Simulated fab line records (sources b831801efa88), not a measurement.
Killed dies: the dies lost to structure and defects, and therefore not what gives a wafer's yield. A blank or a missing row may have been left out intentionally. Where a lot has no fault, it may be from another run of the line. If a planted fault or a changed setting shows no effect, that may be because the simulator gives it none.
Which of the tools did it? -- flow gf180mcu -- Sampling: 13 lots, 39 wafers, 2 of 602 route steps

## WHAT EACH GAUGE READ, for each wafer
GF_M5_OVL_MEAS_08.
lot,measured,on,M5_OVL (nm)
L440,day 26 05:04,overlay-02,7 9 9
L441,day 26 15:06,overlay-02,-4 -9 -9
L442,day 26 17:32,overlay-01,-1 -6 -5
L444,day 27 18:46,overlay-02,5 3 0
L445,day 27 19:18,overlay-01,-3 2 -5
L446,day 28 01:52,overlay-02,-4 -3 1
L448,day 28 22:36,overlay-01,6 4 5
L450,day 29 15:34,overlay-02,1 2 -3
L452,day 30 01:24,overlay-01,0 1 -1
L454,day 30 15:35,overlay-02,-7 -7 -10
L455,day 30 22:25,overlay-02,-2 3 -3
L456,day 31 06:27,overlay-01,3 1 0
L463,day 32 17:49,overlay-01,3 -7 -1

## WHAT TOOL EACH LOT RAN ON (gives the tool, then ch and the chambers of the sampled wafers, and finally the start)
lot,GF_MIM_SPUTTER_02
L440,"pvd_sputter-03, day 24 10:08"
L441,"pvd_sputter-03, day 24 20:19"
L442,"pvd_sputter-02, day 24 22:47"
L444,"pvd_sputter-02, day 26 00:31"
L445,"pvd_sputter-03, day 26 01:03"
L446,"pvd_sputter-02, day 26 09:37"
L448,"pvd_sputter-03, day 27 06:23"
L450,"pvd_sputter-02, day 28 00:34"
L452,"pvd_sputter-03, day 28 11:23"
L454,"pvd_sputter-03, day 29 01:31"
L455,"pvd_sputter-03, day 29 09:33"
L456,"pvd_sputter-03, day 29 17:59"
L463,"pvd_sputter-02, day 31 07:05"
- GF_MIM_SPUTTER_02: material AlCu, target thk 450 nm, time 23.9 s.

## WHAT THE TOOLS THEMSELVES READ (means of the sampled wafers that have a number; where no wafer has one, the mark that the record gives instead)
GF_MIM_SPUTTER_02.
lot,tool,throttle_valve_pct (%)
L440,pvd_sputter-03,30.1
L441,pvd_sputter-03,30.4
L442,pvd_sputter-02,30.0
L444,pvd_sputter-02,30.0
L445,pvd_sputter-03,30.6
L446,pvd_sputter-02,31.2
L448,pvd_sputter-03,30.6
L450,pvd_sputter-02,29.9
L452,pvd_sputter-03,30.5
L454,pvd_sputter-03,30.3
L455,pvd_sputter-03,30.5
L456,pvd_sputter-03,30.1
L463,pvd_sputter-02,29.9

## THE ANSWER, worked out from the rows above alone
Rule: the usual values come from the lots themselves. The widest of any qualifying gaps counts: lots, ordered by their means at a reading, are off when they make up no more than a third of the lots, leave a main group of 4 or more, and stand apart from it by 3 or more times the standard deviation of that group's means. Not used: any main group whose means are identical at the precision the tables above print for the reading. A lot without any number at a reading at which 4 lots or more have one is off too. Where the step has rows for the other lots, those lots are counted as sound. After the gauges, taken in route order, come the tools' own readings; for these a lot's mean is taken, as printed above. At the first step where some lot is off, the reading lying furthest off is the one used; lots without a number count as furthest.
Across all readings shown, no lot is off: no conclusion can be drawn from this.

## WHAT WAS PUT IN BY THE SIMULATOR
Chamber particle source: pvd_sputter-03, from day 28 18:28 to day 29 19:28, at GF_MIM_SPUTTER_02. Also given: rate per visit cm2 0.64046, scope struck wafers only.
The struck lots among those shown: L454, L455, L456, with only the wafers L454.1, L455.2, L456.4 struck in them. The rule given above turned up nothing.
